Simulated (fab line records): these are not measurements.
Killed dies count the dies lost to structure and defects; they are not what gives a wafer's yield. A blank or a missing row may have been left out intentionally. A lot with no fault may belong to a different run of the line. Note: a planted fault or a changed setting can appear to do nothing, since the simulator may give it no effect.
fab line records ; flow sky130
[record] lots = 24; wafers = 72; last-day = 50
route steps=708 shown PWDE@55 VT_ADJUST_NCORE@130 GATE_OXIDE@200 POLY_GATE@230 LDD_HVP@288 LI_CONTACT@385
lots that met no fault: taken from a fault-free run of the same line
start-h: the number of hours between the record's first day and the start of the first shown wafer of the lot ; wait-h: hours since the lot's step before ; " repeats the value in the row above ; L1.1+2: several wafers, shown together as one row ; - value missing, or start not given ; * or withheld: withheld ; < > ~ a bound
route shown NAME@n: names a module that has steps shown in the file, with the first one's number in the route ; usual: mean and standard deviation over wafers with no fault ; same: alike in all rows ; chamber/n: place in a boat ; sites: readings site by site ; _std_site: the standard deviation of these ; _edge_site: mean of outer sites minus mean of inner sites ; radius-mm: for every site, how far away it sits from the centre of the wafer ; mask NAME#n: copy n ; behind: the most recent tool/chamber to have shaped the wafer ; hold: reason for holding the lot/hours on hold/outcome of the hold ; device: whichever transistor did not switch (one of n, p or np) ; end of line: tests run on the same wafers once the route is complete ; a step without rows: its recipe alone ; killed: count of dies lost to structure and defects at first sort (not the wafer's yield) ; map: shows each die of a wafer: x if killed, . if not, _ if none is there
set.NAME: the setting as run; set.NAME@STEP: as run at that earlier step ; model.NAME: the simulator's own value behind a step, which no gauge read
one table for each step of the route and one row for each wafer, over a sample of lots
services: when a tool's chamber went out of use (start-h, in hours from the record's first day, below 0 if earlier), for how many hours, and the reason
[[steps]]
[step SKY_PWDE_TW_MEAS_10]
[usual] PWDE_TW = 370/4
lot.wafer;tool;chamber;start-h;wait-h;PWDE_TW
L074.2;film-metro-04;-;78.59;0.1;376
L074.3;film-metro-04;-;78.59;0.1;376
L074.5;film-metro-04;-;78.59;0.1;379
L077.1;film-metro-03;-;88.73;0.1;366
L077.2;film-metro-03;-;88.73;0.1;366
L077.5;film-metro-03;-;88.73;0.1;368
L076.2;film-metro-04;-;89.09;0.1;378
L076.3;film-metro-04;-;89.09;0.1;374
L076.5;film-metro-04;-;89.09;0.1;376
L075.2;film-metro-03;-;89.59;0.1;366
L075.3;film-metro-03;-;89.59;0.1;367
L075.6;film-metro-03;-;89.59;0.1;368
L079.1;film-metro-03;-;94.48;0.1;369
L079.2;film-metro-03;-;94.48;0.1;367
L079.6;film-metro-03;-;94.48;0.1;369
L078.2;film-metro-02;-;94.64;0.1;370
L078.3;film-metro-02;-;94.64;0.1;367
L078.4;film-metro-02;-;94.64;0.1;367
L080.1;film-metro-03;-;107.53;0.1;371
L080.2;film-metro-03;-;107.53;0.1;371
L080.3;film-metro-03;-;107.53;0.1;371
L081.2;film-metro-04;-;107.99;0.1;379
L081.3;film-metro-04;-;107.99;0.1;376
L081.4;film-metro-04;-;107.99;0.1;377
L082.1;film-metro-04;-;116.83;0.1;376
L082.2;film-metro-04;-;116.83;0.1;375
L082.5;film-metro-04;-;116.83;0.1;376
L083.1;film-metro-02;-;121.93;0.1;369
L083.4;film-metro-02;-;121.93;0.1;369
L083.6;film-metro-02;-;121.93;0.1;370
L085.2;film-metro-02;-;129.24;0.1;370
L085.4;film-metro-02;-;129.24;0.1;371
L085.5;film-metro-02;-;129.24;0.1;369
L084.2;film-metro-03;-;129.49;0.1;367
L084.4;film-metro-03;-;129.49;0.1;368
L084.5;film-metro-03;-;129.49;0.1;369
L086.1;film-metro-04;-;141.48;0.1;376
L086.2;film-metro-04;-;141.48;0.1;376
L086.6;film-metro-04;-;141.48;0.1;376
L087.1;film-metro-03;-;141.73;0.1;370
L087.2;film-metro-03;-;141.73;0.1;368
L087.5;film-metro-03;-;141.73;0.1;369
L088.1;film-metro-02;-;147.88;0.1;363
L088.3;film-metro-02;-;147.88;0.1;364
L088.6;film-metro-02;-;147.88;0.1;362
L089.3;film-metro-02;-;151.25;0.1;366
L089.5;film-metro-02;-;151.25;0.1;365
L089.6;film-metro-02;-;151.25;0.1;365
L090.1;film-metro-03;-;164.13;0.1;369
L090.2;film-metro-03;-;164.13;0.1;367
L090.6;film-metro-03;-;164.13;0.1;366
L091.1;film-metro-03;-;165.88;0.1;371
L091.4;film-metro-03;-;165.88;0.1;371
L091.5;film-metro-03;-;165.88;0.1;371
L092.1;film-metro-04;-;173.23;0.1;377
L092.5;film-metro-04;-;173.23;0.1;376
L092.6;film-metro-04;-;173.23;0.1;375
L093.1;film-metro-02;-;177.93;0.1;367
L093.4;film-metro-02;-;177.93;0.1;368
L093.6;film-metro-02;-;177.93;0.1;368
L094.1;film-metro-03;-;180.38;0.1;371
L094.2;film-metro-03;-;180.38;0.1;370
L094.6;film-metro-03;-;180.38;0.1;370
L095.1;film-metro-03;-;187.63;0.1;370
L095.3;film-metro-03;-;187.63;0.1;371
L095.6;film-metro-03;-;187.63;0.1;373
L096.1;film-metro-02;-;193.78;0.1;367
L096.2;film-metro-02;-;193.78;0.1;366
L096.5;film-metro-02;-;193.78;0.1;366
L097.3;film-metro-04;-;198.35;0.1;377
L097.5;film-metro-04;-;198.35;0.1;375
L097.6;film-metro-04;-;198.35;0.1;373
[step SKY_VT_ADJUST_NCORE_TW_MEAS_11]
[usual] VT_ADJUST_NCORE_TW = 220/3.5
lot.wafer;tool;chamber;start-h;wait-h;VT_ADJUST_NCORE_TW
L074.2;film-metro-01;-;192.41;0.1;223
L074.3;film-metro-01;-;192.41;0.1;223
L074.5;film-metro-01;-;192.41;0.1;223
L077.1;film-metro-04;-;205.55;0.1;221
L077.2;film-metro-04;-;205.55;0.1;220
L077.5;film-metro-04;-;205.55;0.1;220
L076.2;film-metro-02;-;205.81;0.1;215
L076.3;film-metro-02;-;205.81;0.1;215
L076.5;film-metro-02;-;205.81;0.1;215
L075.2;film-metro-04;-;207.06;0.1;220
L075.3;film-metro-04;-;207.06;0.1;221
L075.6;film-metro-04;-;207.06;0.1;220
L079.1;film-metro-02;-;210.30;0.1;214
L079.2;film-metro-02;-;210.30;0.1;215
L079.6;film-metro-02;-;210.30;0.1;215
L078.2;film-metro-02;-;211.56;0.1;215
L078.3;film-metro-02;-;211.56;0.1;215
L078.4;film-metro-02;-;211.56;0.1;214
L080.1;film-metro-04;-;232.20;0.1;222
L080.2;film-metro-04;-;232.20;0.1;221
L080.3;film-metro-04;-;232.20;0.1;221
L081.2;film-metro-01;-;232.26;0.1;223
L081.3;film-metro-01;-;232.26;0.1;224
L081.4;film-metro-01;-;232.26;0.1;222
L082.1;film-metro-01;-;239.55;0.1;223
L082.2;film-metro-01;-;239.55;0.1;223
L082.5;film-metro-01;-;239.55;0.1;224
L083.1;film-metro-04;-;246.15;0.1;221
L083.4;film-metro-04;-;246.15;0.1;219
L083.6;film-metro-04;-;246.15;0.1;221
L085.2;film-metro-01;-;256.26;0.1;222
L085.4;film-metro-01;-;256.26;0.1;222
L085.5;film-metro-01;-;256.26;0.1;223
L084.2;film-metro-02;-;257.46;0.1;215
L084.4;film-metro-02;-;257.46;0.1;215
L084.5;film-metro-02;-;257.46;0.1;216
L086.1;film-metro-01;-;271.40;0.1;224
L086.2;film-metro-01;-;271.40;0.1;224
L086.6;film-metro-01;-;271.40;0.1;224
L087.1;film-metro-04;-;272.05;0.1;222
L087.2;film-metro-04;-;272.05;0.1;221
L087.5;film-metro-04;-;272.05;0.1;222
L088.1;film-metro-02;-;280.30;0.1;216
L088.3;film-metro-02;-;280.30;0.1;215
L088.6;film-metro-02;-;280.30;0.1;216
L089.3;film-metro-04;-;285.27;0.1;221
L089.5;film-metro-04;-;285.27;0.1;222
L089.6;film-metro-04;-;285.27;0.1;222
L090.1;film-metro-02;-;301.15;0.1;216
L090.2;film-metro-02;-;301.15;0.1;215
L090.6;film-metro-02;-;301.15;0.1;215
L091.1;film-metro-02;-;303.55;0.1;217
L091.4;film-metro-02;-;303.55;0.1;217
L091.5;film-metro-02;-;303.55;0.1;215
L092.1;film-metro-02;-;313.20;0.1;215
L092.5;film-metro-02;-;313.20;0.1;217
L092.6;film-metro-02;-;313.20;0.1;216
L093.1;film-metro-04;-;319.85;0.1;222
L093.4;film-metro-04;-;319.85;0.1;221
L093.6;film-metro-04;-;319.85;0.1;222
L094.1;film-metro-04;-;323.10;0.1;220
L094.2;film-metro-04;-;323.10;0.1;221
L094.6;film-metro-04;-;323.10;0.1;221
L095.1;film-metro-02;-;330.40;0.1;216
L095.3;film-metro-02;-;330.40;0.1;216
L095.6;film-metro-02;-;330.40;0.1;217
L096.1;film-metro-01;-;337.55;0.1;225
L096.2;film-metro-01;-;337.55;0.1;225
L096.5;film-metro-01;-;337.55;0.1;225
L097.3;film-metro-01;-;345.42;0.1;225
L097.5;film-metro-01;-;345.42;0.1;224
L097.6;film-metro-01;-;345.42;0.1;225
[step SKY_GATE_OXIDE_STRIP_13]
[recipe] chemistry = O2/N2; power-w = 1400; pressure-mtorr = 1500; platen-temp-c = withheld; o2-flow-sccm = 3000; n2-flow-sccm = 300; overash-fraction = 0.5
[usual] drypump-motor-current-A = 5.9/0.49; oes-product-au = 0.717/0.0044; strip-time-to-endpoint-s = 14.18/0.042
lot.wafer;tool;chamber;start-h;wait-h;drypump-motor-current-A;oes-product-au;rf-hours-counter-h;strip-time-to-endpoint-s
L074.2;plasma-asher-03;0;317.25;0.0;5.8;0.715;20;14.13
L074.3;plasma-asher-03;0;317.25;0.0;5.8;0.716;-;14.16
L074.5;plasma-asher-03;1;317.25;0.0;5.3;0.716;-;14.17
L076.2;plasma-asher-03;0;334.58;0.0;5.8;0.720;22;14.20
L076.3;plasma-asher-03;1;334.58;0.0;5.3;0.716;-;14.15
L076.5;plasma-asher-03;0;334.58;0.0;5.8;0.724;-;14.19
L077.1;plasma-asher-02;0;335.54;0.0;6.1;0.722;58;14.15
L077.2;plasma-asher-02;1;335.54;0.0;6.8;0.717;58;14.19
L077.5;plasma-asher-02;1;335.54;0.0;6.8;0.720;-;14.20
L075.2;plasma-asher-03;0;335.78;0.0;5.8;0.726;22;14.16
L075.3;plasma-asher-03;1;335.78;0.0;5.3;0.718;-;14.17
L075.6;plasma-asher-03;0;335.78;0.0;5.8;0.723;-;14.16
L079.1;plasma-asher-01;1;339.38;0.0;5.6;0.714;69;14.12
L079.2;plasma-asher-01;0;339.38;0.0;6.1;0.711;69;14.07
L079.6;plasma-asher-01;0;339.38;0.0;6.1;0.715;-;14.12
L078.2;plasma-asher-02;1;342.98;0.0;6.9;0.719;59;14.11
L078.3;plasma-asher-02;1;342.98;0.0;6.8;0.715;-;14.16
L078.4;plasma-asher-02;0;342.98;0.0;6.1;0.720;-;14.13
L080.1;plasma-asher-03;1;369.10;0.0;5.3;0.716;25;14.16
L080.2;plasma-asher-03;0;369.10;0.0;5.8;0.717;25;14.18
L080.3;plasma-asher-03;0;369.10;0.0;5.8;0.718;-;14.14
L081.2;plasma-asher-01;1;369.28;0.0;5.6;0.719;72;14.22
L081.3;plasma-asher-01;0;369.28;0.0;6.1;0.712;-;14.22
L081.4;plasma-asher-01;1;369.28;0.0;5.6;0.715;-;14.19
L082.1;plasma-asher-01;1;376.54;0.0;5.6;0.720;73;14.18
L082.2;plasma-asher-01;0;376.54;0.0;6.1;0.723;73;14.20
L082.5;plasma-asher-01;0;376.54;0.0;6.1;0.713;-;14.17
L083.1;plasma-asher-01;1;381.69;0.0;5.6;0.713;74;14.14
L083.4;plasma-asher-01;0;381.69;0.0;6.1;0.720;-;14.21
L083.6;plasma-asher-01;1;381.69;0.0;5.6;0.724;-;14.16
L085.2;plasma-asher-03;0;394.54;0.0;5.8;0.717;29;14.14
L085.4;plasma-asher-03;0;394.54;0.0;5.8;0.709;-;14.10
L085.5;plasma-asher-03;1;394.54;0.0;5.3;0.712;-;14.11
L084.2;plasma-asher-02;1;396.23;0.0;6.8;0.717;61;14.19
L084.4;plasma-asher-02;0;396.23;0.0;6.1;0.718;-;14.19
L084.5;plasma-asher-02;0;396.23;0.0;6.0;0.712;-;14.20
L086.1;plasma-asher-02;1;411.34;0.0;6.9;0.713;63;14.15
L086.2;plasma-asher-02;0;411.34;0.0;6.1;0.708;63;14.08
L086.6;plasma-asher-02;1;411.34;0.0;6.9;0.717;-;14.10
L087.1;plasma-asher-01;0;413.93;0.0;6.2;0.719;77;14.25
L087.2;plasma-asher-01;1;413.93;0.0;5.6;0.719;77;14.21
L087.5;plasma-asher-01;1;413.93;0.0;5.5;0.715;-;14.22
L088.1;plasma-asher-03;1;420.48;0.0;5.3;0.717;31;14.21
L088.3;plasma-asher-03;0;420.48;0.0;5.8;0.717;-;14.17
L088.6;plasma-asher-03;0;420.48;0.0;5.8;0.721;-;14.22
L089.3;plasma-asher-03;0;430.38;0.0;5.8;0.719;-;14.15
L089.5;plasma-asher-03;0;430.38;0.0;5.8;0.704;-;14.16
L089.6;plasma-asher-03;1;430.38;0.0;5.3;0.721;-;14.15
L090.1;plasma-asher-03;0;451.40;0.0;5.8;0.710;35;14.21
L090.2;plasma-asher-03;1;451.40;0.0;5.3;0.714;35;14.21
L090.6;plasma-asher-03;1;451.40;0.0;5.3;0.719;-;14.24
L091.1;plasma-asher-02;0;452.40;0.0;6.1;0.714;2;14.15
L091.4;plasma-asher-02;1;452.40;0.0;6.8;0.709;-;14.19
L091.5;plasma-asher-02;1;452.40;0.0;6.9;0.712;-;14.14
L092.1;plasma-asher-02;1;466.13;0.0;6.9;0.718;3;14.20
L092.5;plasma-asher-02;0;466.13;0.0;6.0;0.715;-;14.13
L092.6;plasma-asher-02;1;466.13;0.0;6.9;0.722;-;14.11
L093.1;plasma-asher-03;1;470.74;0.0;5.3;0.711;37;14.19
L093.4;plasma-asher-03;0;470.74;0.0;5.8;0.719;-;14.16
L093.6;plasma-asher-03;0;470.74;0.0;5.8;0.713;-;14.15
L094.1;plasma-asher-02;1;480.24;0.0;6.8;0.717;5;14.21
L094.2;plasma-asher-02;0;480.24;0.0;6.1;0.718;5;14.24
L094.6;plasma-asher-02;1;480.24;0.0;6.8;0.721;-;14.20
L095.1;plasma-asher-01;1;489.04;0.0;5.6;0.718;84;14.25
L095.3;plasma-asher-01;0;489.04;0.0;6.1;0.712;-;14.25
L095.6;plasma-asher-01;1;489.04;0.0;5.5;0.720;-;14.26
L096.1;plasma-asher-01;0;492.39;0.0;6.1;0.705;85;14.23
L096.2;plasma-asher-01;1;492.39;0.0;5.5;0.712;85;14.21
L096.5;plasma-asher-01;1;492.39;0.0;5.5;0.718;-;14.27
L097.3;plasma-asher-03;1;501.64;0.0;5.3;0.722;-;14.15
L097.5;plasma-asher-03;1;501.64;0.0;5.3;0.714;-;14.17
L097.6;plasma-asher-03;0;501.64;0.0;5.8;0.721;-;14.18
[step SKY_POLY_GATE_ETCH_16]
[recipe] stop-on = poly-Si; chemistry = CH3F/O2; target = Si3N4; source-w = 400; bias-w = 80; pressure-mtorr = 25; ch3f-flow-sccm = 40; O2_flow_sccm = 30; time-s = 147.5; target-depth-a = 750
[usual] drypump-motor-current-A = 5.6/0.38; oes-product-au = 0.639/0.0049; throttle-valve-pct = 10.535/0.0093
lot.wafer;tool;chamber;start-h;wait-h;drypump-motor-current-A;oes-product-au;rf-hours-counter-h;throttle-valve-pct
L074.2;rie-diel-03;1;404.83;0.0;5.5;0.637;53;10.545
L074.3;rie-diel-03;2;404.83;0.0;5.6;0.629;0;10.537
L074.5;rie-diel-03;0;404.83;0.0;5.1;0.635;-;10.537
L077.1;rie-diel-01;2;405.29;0.0;6.1;0.641;75;10.540
L077.2;rie-diel-01;0;405.29;0.0;5.7;0.645;12;10.530
L077.5;rie-diel-01;1;405.29;0.0;5.5;0.645;-;10.555
L075.2;rie-diel-03;3;405.63;0.0;4.9;0.635;54;10.534
L075.3;rie-diel-03;0;405.63;0.0;5.1;0.637;1;10.549
L075.6;rie-diel-03;1;405.63;0.0;5.5;0.634;-;10.549
L076.2;rie-diel-04;0;406.24;0.0;6.5;0.640;2;10.544
L076.3;rie-diel-04;3;406.24;0.0;5.8;0.621;92;10.533
L076.5;rie-diel-04;2;406.24;0.0;6.0;0.636;-;10.529
L079.1;rie-diel-01;1;406.36;0.0;5.5;0.646;5;10.525
L079.2;rie-diel-01;0;406.36;0.0;5.8;0.644;12;10.546
L079.6;rie-diel-01;0;406.36;0.0;5.8;0.638;-;10.527
L078.2;rie-diel-03;2;407.54;0.0;5.7;0.646;0;10.528
L078.3;rie-diel-03;1;407.54;0.0;5.5;0.636;53;10.542
L078.4;rie-diel-03;3;407.54;0.0;4.9;0.642;54;10.535
L080.1;rie-diel-03;2;433.09;0.0;5.7;0.637;1;10.523
L080.2;rie-diel-03;1;433.09;0.0;5.6;0.638;53;10.530
L080.3;rie-diel-03;0;433.09;0.0;5.1;0.641;1;10.542
L081.2;rie-diel-01;0;436.08;0.0;5.8;0.638;13;10.533
L081.3;rie-diel-01;3;436.08;0.0;5.4;0.642;5;10.536
L081.4;rie-diel-01;2;436.08;0.0;6.1;0.648;76;10.535
L082.1;rie-diel-01;2;443.54;0.0;6.1;0.645;76;10.518
L082.2;rie-diel-01;3;443.54;0.0;5.5;0.636;5;10.539
L082.5;rie-diel-01;3;443.54;0.0;5.4;0.641;-;10.531
L083.1;rie-diel-01;2;449.14;0.0;6.1;0.636;76;10.538
L083.4;rie-diel-01;0;449.14;0.0;5.7;0.632;13;10.531
L083.6;rie-diel-01;3;449.14;0.0;5.5;0.642;-;10.538
L085.2;rie-diel-01;0;461.39;0.0;5.8;0.639;14;10.530
L085.4;rie-diel-01;2;461.39;0.0;6.2;0.641;76;10.527
L085.5;rie-diel-01;0;461.39;0.0;5.7;0.640;-;10.543
L084.2;rie-diel-01;3;463.52;0.0;5.4;0.637;6;10.535
L084.4;rie-diel-01;0;463.52;0.0;5.8;0.636;14;10.541
L084.5;rie-diel-01;0;463.52;0.0;5.8;0.640;-;10.531
L086.1;rie-diel-04;1;477.98;0.0;5.5;0.642;8;10.541
L086.2;rie-diel-04;0;477.98;0.0;6.5;0.633;4;10.535
L086.6;rie-diel-04;3;477.98;0.0;5.8;0.640;-;10.535
L087.1;rie-diel-01;1;481.49;0.0;5.5;0.638;6;10.541
L087.2;rie-diel-01;0;481.49;0.0;5.8;0.640;14;10.542
L087.5;rie-diel-01;3;481.49;0.0;5.4;0.648;-;10.534
L088.1;rie-diel-01;2;488.43;0.0;6.1;0.637;77;10.540
L088.3;rie-diel-01;1;488.43;0.0;5.5;0.638;6;10.532
L088.6;rie-diel-01;3;488.43;0.0;5.4;0.634;-;10.528
L089.3;rie-diel-04;3;497.84;0.0;5.8;0.649;94;10.548
L089.5;rie-diel-04;3;497.84;0.0;5.8;0.645;-;10.527
L089.6;rie-diel-04;0;497.84;0.0;6.5;0.641;-;10.527
L090.1;rie-diel-03;1;517.24;0.0;5.6;0.646;55;10.550
L090.2;rie-diel-03;0;517.24;0.0;5.1;0.639;3;10.540
L090.6;rie-diel-03;0;517.24;0.0;5.1;0.646;-;10.526
L091.1;rie-diel-04;0;518.84;0.0;6.4;0.641;5;10.532
L091.4;rie-diel-04;1;518.84;0.0;5.5;0.642;-;10.543
L091.5;rie-diel-04;0;518.84;0.0;6.5;0.639;-;10.527
L092.1;rie-diel-01;3;533.54;0.0;5.5;0.631;8;10.537
L092.5;rie-diel-01;0;533.54;0.0;5.7;0.641;-;10.544
L092.6;rie-diel-01;3;533.54;0.0;5.5;0.642;-;10.529
L093.1;rie-diel-03;2;536.39;0.0;5.7;0.644;3;10.521
L093.4;rie-diel-03;0;536.39;0.0;5.1;0.634;3;10.547
L093.6;rie-diel-03;3;536.39;0.0;5.0;0.632;-;10.536
L094.1;rie-diel-01;1;545.48;0.0;5.5;0.638;7;10.541
L094.2;rie-diel-01;0;545.48;0.0;5.7;0.634;16;10.539
L094.6;rie-diel-01;2;545.48;0.0;6.1;0.647;-;10.534
L095.1;rie-diel-03;2;554.53;0.0;5.6;0.638;3;10.542
L095.3;rie-diel-03;1;554.53;0.0;5.6;0.633;55;10.527
L095.6;rie-diel-03;2;554.53;0.0;5.7;0.634;-;10.536
L096.1;rie-diel-01;1;557.83;0.0;5.5;0.630;8;10.537
L096.2;rie-diel-01;2;557.83;0.0;6.2;0.636;78;10.525
L096.5;rie-diel-01;2;557.83;0.0;6.2;0.643;-;10.535
L097.3;rie-diel-03;2;568.49;0.0;5.6;0.635;3;10.538
L097.5;rie-diel-03;3;568.49;0.0;4.9;0.643;-;10.547
L097.6;rie-diel-03;0;568.49;0.0;5.0;0.640;-;10.521
[step SKY_LDD_HVP_TW_MEAS_10]
[usual] LDD_HVP_TW = 454/6.1
lot.wafer;tool;chamber;start-h;wait-h;LDD_HVP_TW
L074.2;film-metro-02;-;528.44;0.1;450
L074.3;film-metro-02;-;528.44;0.1;449
L074.5;film-metro-02;-;528.44;0.1;451
L077.1;film-metro-03;-;531.64;0.1;452
L077.2;film-metro-03;-;531.64;0.1;453
L077.5;film-metro-03;-;531.64;0.1;453
L075.2;film-metro-02;-;531.79;0.1;448
L075.3;film-metro-02;-;531.79;0.1;449
L075.6;film-metro-02;-;531.79;0.1;448
L076.2;film-metro-03;-;532.09;0.1;453
L076.3;film-metro-03;-;532.09;0.1;453
L076.5;film-metro-03;-;532.09;0.1;453
L079.1;film-metro-02;-;532.89;0.1;451
L079.2;film-metro-02;-;532.89;0.1;451
L079.6;film-metro-02;-;532.89;0.1;449
L078.2;film-metro-03;-;532.99;0.1;452
L078.3;film-metro-03;-;532.99;0.1;452
L078.4;film-metro-03;-;532.99;0.1;452
L080.1;film-metro-03;-;559.63;0.1;452
L080.2;film-metro-03;-;559.63;0.1;454
L080.3;film-metro-03;-;559.63;0.1;453
L081.2;film-metro-01;-;560.70;0.1;464
L081.3;film-metro-01;-;560.70;0.1;465
L081.4;film-metro-01;-;560.70;0.1;465
L082.1;film-metro-03;-;567.48;0.1;452
L082.2;film-metro-03;-;567.48;0.1;452
L082.5;film-metro-03;-;567.48;0.1;451
L083.1;film-metro-03;-;573.14;0.1;451
L083.4;film-metro-03;-;573.14;0.1;452
L083.6;film-metro-03;-;573.14;0.1;453
L085.2;film-metro-02;-;585.19;0.1;453
L085.4;film-metro-02;-;585.19;0.1;453
L085.5;film-metro-02;-;585.19;0.1;452
L084.2;film-metro-03;-;587.80;0.1;449
L084.4;film-metro-03;-;587.80;0.1;451
L084.5;film-metro-03;-;587.80;0.1;449
L086.1;film-metro-01;-;600.78;0.1;461
L086.2;film-metro-01;-;600.78;0.1;468
L086.6;film-metro-01;-;600.78;0.1;464
L087.1;film-metro-03;-;603.73;0.1;449
L087.2;film-metro-03;-;603.73;0.1;450
L087.5;film-metro-03;-;603.73;0.1;450
L088.1;film-metro-02;-;610.93;0.1;447
L088.3;film-metro-02;-;610.93;0.1;449
L088.6;film-metro-02;-;610.93;0.1;448
L089.3;film-metro-02;-;619.75;0.1;450
L089.5;film-metro-02;-;619.75;0.1;447
L089.6;film-metro-02;-;619.75;0.1;449
L090.1;film-metro-03;-;638.89;0.1;449
L090.2;film-metro-03;-;638.89;0.1;447
L090.6;film-metro-03;-;638.89;0.1;446
L091.1;film-metro-02;-;640.58;0.1;453
L091.4;film-metro-02;-;640.58;0.1;452
L091.5;film-metro-02;-;640.58;0.1;453
L092.1;film-metro-01;-;655.83;0.1;461
L092.5;film-metro-01;-;655.83;0.1;463
L092.6;film-metro-01;-;655.83;0.1;461
L093.1;film-metro-01;-;656.23;0.1;462
L093.4;film-metro-01;-;656.23;0.1;465
L093.6;film-metro-01;-;656.23;0.1;465
L094.1;film-metro-01;-;664.39;0.1;462
L094.2;film-metro-01;-;664.39;0.1;461
L094.6;film-metro-01;-;664.39;0.1;461
L095.1;film-metro-02;-;673.04;0.1;449
L095.3;film-metro-02;-;673.04;0.1;451
L095.6;film-metro-02;-;673.04;0.1;447
L096.1;film-metro-01;-;677.93;0.1;468
L096.2;film-metro-01;-;677.93;0.1;465
L096.5;film-metro-01;-;677.93;0.1;466
L097.3;film-metro-02;-;686.50;0.1;450
L097.5;film-metro-02;-;686.50;0.1;450
L097.6;film-metro-02;-;686.50;0.1;448
[step SKY_LI_CONTACT_THK_MEAS_23]
[recipe] thk-meas-gauge = xrf; reads = W_of_LI_CONTACT_CVD_21
[usual] LI_CONTACT_W_THK = 421/11
lot.wafer;tool;chamber;start-h;wait-h;LI_CONTACT_W_THK[nm]
L074.2;film-metro-04;-;707.13;0.1;412
L074.3;film-metro-04;-;707.13;0.1;395
L074.5;film-metro-04;-;707.13;0.1;412
L076.2;film-metro-04;-;710.18;0.1;409
L076.3;film-metro-04;-;710.18;0.1;405
L076.5;film-metro-04;-;710.18;0.1;413
L075.2;film-metro-03;-;711.06;0.1;404
L075.3;film-metro-03;-;711.06;0.1;423
L075.6;film-metro-03;-;711.06;0.1;428
L077.1;film-metro-01;-;711.49;0.1;428
L077.2;film-metro-01;-;711.49;0.1;426
L077.5;film-metro-01;-;711.49;0.1;428
L078.2;film-metro-01;-;713.63;0.1;410
L078.3;film-metro-01;-;713.63;0.1;414
L078.4;film-metro-01;-;713.63;0.1;429
L079.1;film-metro-01;-;714.12;0.1;417
L079.2;film-metro-01;-;714.12;0.1;423
L079.6;film-metro-01;-;714.12;0.1;425
L080.1;film-metro-04;-;735.88;0.1;401
L080.2;film-metro-04;-;735.88;0.1;396
L080.3;film-metro-04;-;735.88;0.1;405
L081.2;film-metro-01;-;735.91;0.1;426
L081.3;film-metro-01;-;735.91;0.1;430
L081.4;film-metro-01;-;735.91;0.1;427
L082.1;film-metro-01;-;743.41;0.1;426
L082.2;film-metro-01;-;743.41;0.1;419
L082.5;film-metro-01;-;743.41;0.1;420
L083.1;film-metro-04;-;747.08;0.1;409
L083.4;film-metro-04;-;747.08;0.1;412
L083.6;film-metro-04;-;747.08;0.1;410
L085.2;film-metro-04;-;758.53;0.1;410
L085.4;film-metro-04;-;758.53;0.1;416
L085.5;film-metro-04;-;758.53;0.1;411
L084.2;film-metro-04;-;760.26;0.1;409
L084.4;film-metro-04;-;760.26;0.1;410
L084.5;film-metro-04;-;760.26;0.1;413
L086.1;film-metro-04;-;773.97;0.1;430
L086.2;film-metro-04;-;773.97;0.1;413
L086.6;film-metro-04;-;773.97;0.1;417
L087.1;film-metro-01;-;774.76;0.1;430
L087.2;film-metro-01;-;774.76;0.1;441
L087.5;film-metro-01;-;774.76;0.1;428
L088.1;film-metro-01;-;781.16;0.1;425
L088.3;film-metro-01;-;781.16;0.1;431
L088.6;film-metro-01;-;781.16;0.1;430
L089.3;film-metro-01;-;789.48;0.1;428
L089.5;film-metro-01;-;789.48;0.1;429
L089.6;film-metro-01;-;789.48;0.1;440
L090.1;film-metro-03;-;807.07;0.1;432
L090.2;film-metro-03;-;807.07;0.1;423
L090.6;film-metro-03;-;807.07;0.1;424
L091.1;film-metro-03;-;810.38;0.1;414
L091.4;film-metro-03;-;810.38;0.1;440
L091.5;film-metro-03;-;810.38;0.1;428
L092.1;film-metro-03;-;826.50;0.1;439
L092.5;film-metro-03;-;826.50;0.1;420
L092.6;film-metro-03;-;826.50;0.1;437
L093.1;film-metro-01;-;826.66;0.1;415
L093.4;film-metro-01;-;826.66;0.1;415
L093.6;film-metro-01;-;826.66;0.1;418
L094.1;film-metro-03;-;836.01;0.1;424
L094.2;film-metro-03;-;836.01;0.1;419
L094.6;film-metro-03;-;836.01;0.1;428
L095.1;film-metro-03;-;839.01;0.1;431
L095.3;film-metro-03;-;839.01;0.1;420
L095.6;film-metro-03;-;839.01;0.1;438
L096.1;film-metro-01;-;842.28;0.1;420
L096.2;film-metro-01;-;842.28;0.1;426
L096.5;film-metro-01;-;842.28;0.1;426
L097.3;film-metro-03;-;854.27;0.1;428
L097.5;film-metro-03;-;854.27;0.1;429
L097.6;film-metro-03;-;854.27;0.1;434
[[services]]
tool;chamber;start-h;hours;kind
rie-diel-04;2;307.04;4.3;repair
rie-diel-03;0;323.54;-;clean
rie-diel-03;0;323.54;44.8;scheduled-down
rie-diel-03;0;323.54;44.8;vent-cycle
rie-diel-04;0;346.44;14.9;repair
rie-diel-04;2;355.98;10.2;repair
plasma-asher-02;-;359.50;28.1;pm
rie-diel-03;2;368.30;-;clean
rie-diel-03;2;368.30;15.8;scheduled-down
rie-diel-03;2;368.30;15.8;vent-cycle
rie-diel-04;2;372.18;7.4;repair
plasma-asher-02;-;392.78;0.5;repair
plasma-asher-02;-;421.25;9.0;pm
plasma-asher-02;0;421.25;9.2;vent-cycle
plasma-asher-02;1;421.25;9.2;vent-cycle
plasma-asher-02;-;429.16;1.3;repair
plasma-asher-02;0;430.25;-;clean
plasma-asher-02;1;430.25;-;clean
rie-diel-04;2;438.07;3.8;repair
plasma-asher-01;-;440.93;0.7;repair
rie-diel-04;2;467.80;-;clean
rie-diel-04;0;479.78;6.4;repair
plasma-asher-01;-;519.53;15.6;pm
rie-diel-03;1;521.79;10.9;repair
[[key]]
fault none
